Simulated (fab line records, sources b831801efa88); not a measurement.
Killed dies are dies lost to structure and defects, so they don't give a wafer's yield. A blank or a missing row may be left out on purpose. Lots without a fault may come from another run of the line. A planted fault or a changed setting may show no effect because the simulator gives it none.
Which tool did it? | flow gf180mcu | 13 lots, 39 wafers sampled, at 4 steps of a route of 602

WHAT THE GAUGES READ, wafer by wafer
GF_TOP_METAL_OVL_MEAS_15. Usual: TOP_METAL_OVL -1.4 nm, standard deviation 1.2.
lot  | measured     | on         | TOP_METAL_OVL (nm) | flag
L563 | day 27 22:00 | overlay-02 | -3.6 -1.9 -3.5     |
L564 | day 28 10:34 | overlay-02 | 0.0 -0.6 -1.3      |
L565 | day 28 16:48 | overlay-01 | -2.1 -2.8 -3.1     |
L568 | day 29 18:10 | overlay-01 | -0.6 -1.7 -1.4     |
L569 | day 29 20:24 | overlay-02 | 0.1 0.8 -1.0       |
L570 | day 30 04:47 | overlay-02 | -1.7 -3.5 -2.5     |
L571 | day 30 13:30 | overlay-01 | 0.0 -0.1 -0.8      |
L572 | day 30 21:02 | overlay-02 | -1.6 -2.5 -3.4     |
L574 | day 31 10:28 | overlay-02 | -1.7 -1.3 -1.5     |
L582 | day 33 12:15 | overlay-02 | -2.3 -2.2 -2.9     |
L583 | day 33 22:02 | overlay-02 | -0.1 -0.5 -1.3     |
L584 | day 33 22:37 | overlay-01 | -1.8 -1.4 -0.4     |
L586 | day 34 03:20 | overlay-01 | -1.0 0.1 -2.0      |

WHICH TOOL RAN EACH LOT (tool, then ch and the chambers of the sampled wafers, then the start)
lot  | GF_M4_METAL_ETCH_16               | GF_TOP_METAL_SPUTTER_02      | GF_TOP_METAL_SPUTTER_04
L563 | rie_metal-01 ch 1, day 23 05:31   | pvd_sputter-02, day 27 02:11 | pvd_sputter-02, day 27 02:14
L564 | rie_metal-02 ch 0,1, day 23 18:57 | pvd_sputter-02, day 27 15:02 | pvd_sputter-02, day 27 15:05
L565 | rie_metal-01 ch 0, day 24 02:15   | pvd_sputter-02, day 27 21:05 | pvd_sputter-02, day 27 21:09
L568 | rie_metal-04 ch 0, day 25 06:33   | pvd_sputter-04, day 28 22:55 | pvd_sputter-04, day 28 22:58
L569 | rie_metal-01 ch 0,1, day 25 10:21 | pvd_sputter-01, day 29 01:13 | pvd_sputter-01, day 29 01:16
L570 | rie_metal-02 ch 0,1, day 25 18:39 | pvd_sputter-04, day 29 09:56 | pvd_sputter-04, day 29 09:59
L571 | rie_metal-04 ch 0,1, day 26 04:57 | pvd_sputter-02, day 29 18:43 | pvd_sputter-02, day 29 18:47
L572 | rie_metal-04 ch 0,1, day 26 14:17 | pvd_sputter-01, day 30 02:42 | pvd_sputter-01, day 30 02:46
L574 | rie_metal-02 ch 0,1, day 27 06:13 | pvd_sputter-04, day 30 17:28 | pvd_sputter-04, day 30 17:32
L582 | rie_metal-04 ch 1, day 29 16:38   | pvd_sputter-04, day 32 20:44 | pvd_sputter-04, day 32 20:48
L583 | rie_metal-04 ch 1, day 30 01:50   | pvd_sputter-02, day 33 06:10 | pvd_sputter-02, day 33 06:14
L584 | rie_metal-01 ch 0,1, day 30 03:14 | pvd_sputter-02, day 33 07:04 | pvd_sputter-02, day 33 07:08
L586 | rie_metal-01 ch 0, day 30 11:25   | pvd_sputter-04, day 33 12:04 | pvd_sputter-04, day 33 12:07
- GF_M4_METAL_ETCH_16: etches the open film in Cl2/BCl3, stops on SiO2, target depth 627.5 nm, time 104.6 s.
- GF_TOP_METAL_SPUTTER_02: material AlCu, target thk 900 nm, time 47.82 s.
- GF_TOP_METAL_SPUTTER_04: material TiN, target thk 25 nm, time 20.8 s.

WHAT THE TOOLS THEMSELVES READ (means of the sampled wafers that have a number; where no wafer has one, the mark that the record gives instead)
GF_M4_METAL_ETCH_16. Usual: drypump_motor_current_A 5.7 A, standard deviation 0.44; oes_product_au 0.973 a.u., standard deviation 0.006; throttle_valve_pct 28.250 %, standard deviation 0.01.
lot  | tool         | drypump_motor_current_A (A) | oes_product_au (a.u.) | throttle_valve_pct (%) | flag
L563 | rie_metal-01 | 5.5                         | 0.982                 | 28.246                 |
L564 | rie_metal-02 | 6.2                         | 0.978                 | 28.245                 |
L565 | rie_metal-01 | 5.3                         | 0.970                 | 28.260                 |
L568 | rie_metal-04 | 6.3                         | 0.974                 | 28.252                 |
L569 | rie_metal-01 | 5.4                         | 0.980                 | 28.242                 |
L570 | rie_metal-02 | 6.2                         | 0.977                 | 28.256                 |
L571 | rie_metal-04 | 5.6                         | 0.969                 | 28.241                 |
L572 | rie_metal-04 | 5.6                         | 0.970                 | 28.242                 |
L574 | rie_metal-02 | 6.2                         | 0.974                 | 28.243                 |
L582 | rie_metal-04 | 5.3                         | 0.967                 | 28.256                 |
L583 | rie_metal-04 | 5.3                         | 0.975                 | 28.243                 |
L584 | rie_metal-01 | 5.4                         | 0.971                 | 28.244                 |
L586 | rie_metal-01 | 5.3                         | 0.972                 | 28.256                 |

GF_TOP_METAL_SPUTTER_02. Usual: throttle_valve_pct 30.2 %, standard deviation 0.91.
lot  | tool           | throttle_valve_pct (%) | flag
L563 | pvd_sputter-02 | 29.7                   |
L564 | pvd_sputter-02 | 30.1                   |
L565 | pvd_sputter-02 | 30.3                   |
L568 | pvd_sputter-04 | 29.9                   |
L569 | pvd_sputter-01 | 30.9                   |
L570 | pvd_sputter-04 | 30.5                   |
L571 | pvd_sputter-02 | 30.0                   |
L572 | pvd_sputter-01 | 30.9                   |
L574 | pvd_sputter-04 | 30.2                   |
L582 | pvd_sputter-04 | 29.8                   |
L583 | pvd_sputter-02 | 29.5                   |
L584 | pvd_sputter-02 | 29.5                   |
L586 | pvd_sputter-04 | 30.8                   |

GF_TOP_METAL_SPUTTER_04. Usual: throttle_valve_pct 30.2 %, standard deviation 0.88.
lot  | tool           | throttle_valve_pct (%) | flag
L563 | pvd_sputter-02 | 29.6                   |
L564 | pvd_sputter-02 | 30.0                   |
L565 | pvd_sputter-02 | 30.2                   |
L568 | pvd_sputter-04 | 29.9                   |
L569 | pvd_sputter-01 | 30.8                   |
L570 | pvd_sputter-04 | 30.5                   |
L571 | pvd_sputter-02 | 29.9                   |
L572 | pvd_sputter-01 | 30.6                   |
L574 | pvd_sputter-04 | 30.3                   |
L582 | pvd_sputter-04 | 29.8                   |
L583 | pvd_sputter-02 | 29.5                   |
L584 | pvd_sputter-02 | 29.6                   |
L586 | pvd_sputter-04 | 30.9                   |

THE ANSWER, worked out from the rows above alone
Rule: a lot is off if the mean of its wafers that have a number lies more than 3 standard deviations from the usual mean. A lot without any number at a reading at which 4 lots or more have one is off too. The other lots that the step has rows for count as sound. The gauges are gone through in route order, then the tools' own readings, and for those a lot's mean is taken as printed above. The first step at which some lot is off is used, and at that step the reading that is off furthest; a lot without a number counts as furthest.
No lot is off at any reading shown: from this, nothing can be told.

WHAT THE SIMULATOR HAD PUT IN
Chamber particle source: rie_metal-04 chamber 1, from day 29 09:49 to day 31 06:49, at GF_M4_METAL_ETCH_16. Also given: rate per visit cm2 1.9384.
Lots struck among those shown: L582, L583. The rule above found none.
